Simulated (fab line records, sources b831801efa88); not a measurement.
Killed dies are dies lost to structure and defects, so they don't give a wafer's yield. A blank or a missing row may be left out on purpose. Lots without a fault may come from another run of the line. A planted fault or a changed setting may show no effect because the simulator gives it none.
fab line records | flow sky130
record lots=15 wafers=43 last_day=50
route steps=708 shown POLY_GATE@224 PAD_OPEN@708
lots that met no fault: from a run of the same line without faults
start_h: hours from the record's first day to the start of the lot's first wafer shown | wait_h: hours since the lot's step before | " the same as in the row above | L1.1+2: a row that stands for several wafers | - no value, or no start given | * or withheld: withheld | < > ~ a bound
route shown NAME@n: a module of which the file shows steps, and the number in the route of the first | usual: mean/standard deviation of fault-free wafers | same: alike in all rows | chamber/n: place in a boat | sites: the reading at each site | _std_site: their standard deviation | _edge_site: outer sites' mean less inner sites' | radius_mm: how far each site lies from the wafer's centre | mask NAME#n: copy n | behind: the tool/chamber that last shaped the wafer | hold: why the lot was held/for how many hours/how that ended | device: the transistor (n, p or np) that didn't switch | end of line: the same wafers' tests at the end of the route | a step without rows: its recipe alone | killed: dies lost to structure and defects at the first sort, not the wafer's yield | map: a wafer's dies, x killed, . not, _ none there
set.NAME: the setting as run; set.NAME@STEP: as run at that earlier step | model.NAME: the simulator's own value behind a step, which no gauge read
steps of the route over a sample of lots; a table a step, a row a wafer
services: from which hour (start_h, from the record's first day; less than 0 if before it) a tool's chamber was out of use, for how many hours, and why
## steps
# step SKY_POLY_GATE_EXPOSE_10
# recipe mask_id=P1M na=0.68 source_shape=conventional sigma_outer=0.6 target_cd_nm=150 dose_mj=28
# same na=0.68 sigma_outer=0.6
# columns lot.wafer tool chamber start_h wait_h mask
L133.4+5+6 krf_scanner-01 0 355.47 - P1M#0
L134.2+5+6 krf_scanner-02 0 376.35 - P1M#0
L136.1+3+5 krf_scanner-01 0 378.56 - P1M#0
L137.2+4+6 krf_scanner-01 0 386.09 - P1M#0
L138.2+6 krf_scanner-01 0 402.60 - P1M#0
L140.4+5+6 krf_scanner-01 0 425.33 - P1M#0
L139.5+6 krf_scanner-01 0 428.89 - P1M#0
L147.1+3+5 krf_scanner-01 0 484.38 - P1M#0
L148.3+4+6 krf_scanner-01 0 492.20 - P1M#0
L150.1+2+3 krf_scanner-01 0 517.14 - P1M#0
L152.1+4+6 krf_scanner-01 0 526.68 - P1M#0
L151.3+4+5 krf_scanner-01 0 530.90 - P1M#0
L154.4+5+6 krf_scanner-01 0 534.18 - P1M#0
L155.1+4+6 krf_scanner-01 0 547.81 - P1M#0
L156.1+2+4 krf_scanner-01 0 551.32 - P1M#0
# step SKY_POLY_GATE_CD_MEAS_13
# recipe target_cd_nm=150
# usual cd_nm=149.8/1.3
# columns lot.wafer tool chamber start_h wait_h cd_nm
L133.4 cd_sem-02 - 369.34 - 151.6
L133.5 " - " " 151.4
L133.6 " - " " 152.0
L134.2 cd_sem-02 - 390.90 - 150.2
L134.5 " - " " 149.9
L134.6 " - " " 149.8
L136.1 cd_sem-02 - 393.71 - 149.5
L136.3 " - " " 149.3
L136.5 " - " " 150.0
L137.2 cd_sem-02 - 400.63 - 149.2
L137.4 " - " " 149.1
L137.6 " - " " 149.9
L138.2 cd_sem-02 - 417.30 - 107.5
L138.6 " - " " 149.8
L140.4 cd_sem-01 - 440.08 - 149.3
L140.5 " - " " 106.7
L140.6 " - " " 149.6
L139.5 cd_sem-01 - 444.05 - 106.9
L139.6 " - " " 150.0
L147.1 cd_sem-02 - 498.96 - 150.6
L147.3 " - " " 150.8
L147.5 " - " " 151.9
L148.3 cd_sem-02 - 506.92 - 148.5
L148.4 " - " " 148.8
L148.6 " - " " 150.2
L150.1 cd_sem-02 - 532.42 - 147.4
L150.2 " - " " 147.7
L150.3 " - " " 147.5
L152.1 cd_sem-02 - 541.93 - 148.7
L152.4 " - " " 148.3
L152.6 " - " " 148.6
L151.3 cd_sem-01 - 545.86 - 152.2
L151.4 " - " " 152.4
L151.5 " - " " 153.4
L154.4 cd_sem-01 - 549.44 - 148.6
L154.5 " - " " 149.8
L154.6 " - " " 149.6
L155.1 cd_sem-02 - 562.83 - 149.4
L155.4 " - " " 150.0
L155.6 " - " " 150.6
L156.1 cd_sem-02 - 566.27 - 153.2
L156.2 " - " " 151.6
L156.4 " - " " 151.4
# step SKY_PAD_OPEN_PROBE_99
# usual killed_at_M0_to_M3=44/7 killed_at_M4_up=3.0/1.7 killed_at_contacts=24/5.2 killed_at_front_end=15/4.8 killed_at_other=0.2/0.56 killed_dies=86/9.7 killed_on_rim=17/4.1 killed_open=47/7.1 killed_short=39/6.3
# same gross_dies=492 killed_at_back_side=0
# columns lot.wafer tool chamber start_h wait_h killed_at_M0_to_M3 killed_at_M4_up killed_at_contacts killed_at_front_end killed_at_other killed_dies killed_on_rim killed_open killed_short
L138.2 prober-01 - 1112.09 0.1 45 7 24 415 0 491 96 52 50
L138.6 prober-01 - 1112.29 0.2 42 1 22 9 0 74 17 43 31
L140.4 prober-02 - 1128.03 0.2 44 2 32 9 0 87 18 53 34
L140.5 prober-02 - 1128.08 0.2 50 2 29 411 0 492 96 51 37
L140.6 prober-02 - 1128.13 0.2 55 4 21 15 0 95 25 51 43
L139.5 prober-01 - 1130.28 0.2 42 6 20 424 0 492 96 41 41
L139.6 prober-01 - 1130.33 0.2 37 3 30 9 0 79 15 48 31
# killed by level:class
L138.2 POLY_GATE:area_expose=389 CONTACT:geometric_particle:open=10 FIELD_ISO:geometric_particle:open=8 VIA1:geometric_particle:short=7 METAL2:geometric_particle:short=7 CONTACT:geometric_particle:short=5 METAL1:geometric_particle:short=5 VIA1:geometric_particle:open=5
L138.6 VIA3:geometric_particle:open=9 VIA1:geometric_particle:open=9 CONTACT:geometric_particle:open=8 METAL1:geometric_particle:short=5 VIA2:geometric_particle:open=5 FIELD_ISO:geometric_particle:open=4 CONTACT:geometric_particle:short=4 LOCAL_INTERCONNECT:geometric_particle:short=3
L140.4 CONTACT:geometric_particle:open=11 VIA1:geometric_particle:open=11 VIA3:geometric_particle:open=7 LI_CONTACT:geometric_particle:open=6 VIA1:geometric_particle:short=6 LI_CONTACT:geometric_particle:short=5 LOCAL_INTERCONNECT:geometric_particle:short=5 METAL1:geometric_particle:short=5
L140.5 POLY_GATE:area_expose=404 VIA1:geometric_particle:open=13 LI_CONTACT:geometric_particle:open=10 CONTACT:geometric_particle:open=8 VIA1:geometric_particle:short=8 VIA3:geometric_particle:open=7 LOCAL_INTERCONNECT:geometric_particle:short=5 VIA2:geometric_particle:short=5
L140.6 VIA3:geometric_particle:open=11 VIA1:geometric_particle:open=11 VIA2:geometric_particle:open=7 CONTACT:geometric_particle:open=6 METAL1:geometric_particle:short=6 FIELD_ISO:geometric_particle:open=5 FIELD_ISO:geometric_particle:short=5 LI_CONTACT:geometric_particle:short=4
L139.5 POLY_GATE:area_expose=410 METAL2:geometric_particle:short=10 VIA1:geometric_particle:open=9 CONTACT:geometric_particle:open=6 CONTACT:geometric_particle:short=6 VIA2:geometric_particle:open=6 METAL1:geometric_particle:short=5 FIELD_ISO:geometric_particle:open=4
L139.6 CONTACT:geometric_particle:open=11 LI_CONTACT:geometric_particle:open=8 VIA3:geometric_particle:open=8 VIA1:geometric_particle:open=7 LI_CONTACT:geometric_particle:short=5 VIA2:geometric_particle:open=5 VIA1:geometric_particle:short=4 VIA2:geometric_particle:short=4
## services
# columns tool chamber start_h hours kind
krf_scanner-02 - 335.60 1.8 repair
krf_scanner-01 - 348.54 1.3 pm
krf_scanner-02 - 349.94 4.7 repair
krf_scanner-02 0 361.09 - calibration
krf_scanner-01 - 363.67 0.8 pm
krf_scanner-02 - 364.42 1.0 pm
krf_scanner-01 - 365.42 0.8 pm
krf_scanner-02 - 381.21 1.3 pm
krf_scanner-01 - 388.74 3.6 pm
krf_scanner-01 - 412.81 4.4 pm
krf_scanner-02 - 424.07 4.4 pm
krf_scanner-01 0 438.20 - calibration
krf_scanner-01 - 443.74 4.4 pm
krf_scanner-02 - 448.13 0.8 pm
krf_scanner-02 - 472.71 1.2 repair
krf_scanner-02 - 479.19 0.8 pm
krf_scanner-01 - 479.94 1.0 pm
krf_scanner-01 - 500.44 1.3 pm
krf_scanner-02 - 514.56 21.0 pm
krf_scanner-01 - 521.56 0.7 repair
krf_scanner-01 - 535.56 0.8 pm
krf_scanner-02 - 536.31 1.0 pm
krf_scanner-02 0 536.67 - calibration
krf_scanner-01 - 544.15 1.5 pm
## key
first_sign step=SKY_POLY_GATE_CD_MEAS_13 reading=cd_nm direction=down sigmas=33 usual=149.8 struck=107.0
effect step=SKY_PAD_OPEN_PROBE_99 reading=killed_at_front_end direction=up sigmas=84 usual=15 struck=417
more_kills_born_at SKY_POLY_GATE_EXPOSE_10@krf_scanner-01=1203
met_at SKY_POLY_GATE_EXPOSE_10
struck_lots L138,L139,L140
struck_wafers L138.2,L139.5,L140.5
later_rows_left_out L138.2,L139.5,L140.5
tester_left_out L138,L139,L140
onset_between 386.09 402.60
fault kind=process_parameter_drift tool=krf_scanner-01 chamber=- onset_h=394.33 steps=SKY_POLY_GATE_EXPOSE_10 channel=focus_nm offset=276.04 shape=step end_h=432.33 scope=struck_wafers_only
# tester_left_out: of these lots the tester's yield and bins aren't shown, on N5 and GAA mostly nor the transistor test; their killed dies are dies lost to structure and defects alone, not to doping, threshold or leakage, so they don't give the yield
# later_rows_left_out: the simulator's readings of these wafers behind a module that went badly wrong aren't trusted and aren't shown, but for the sort
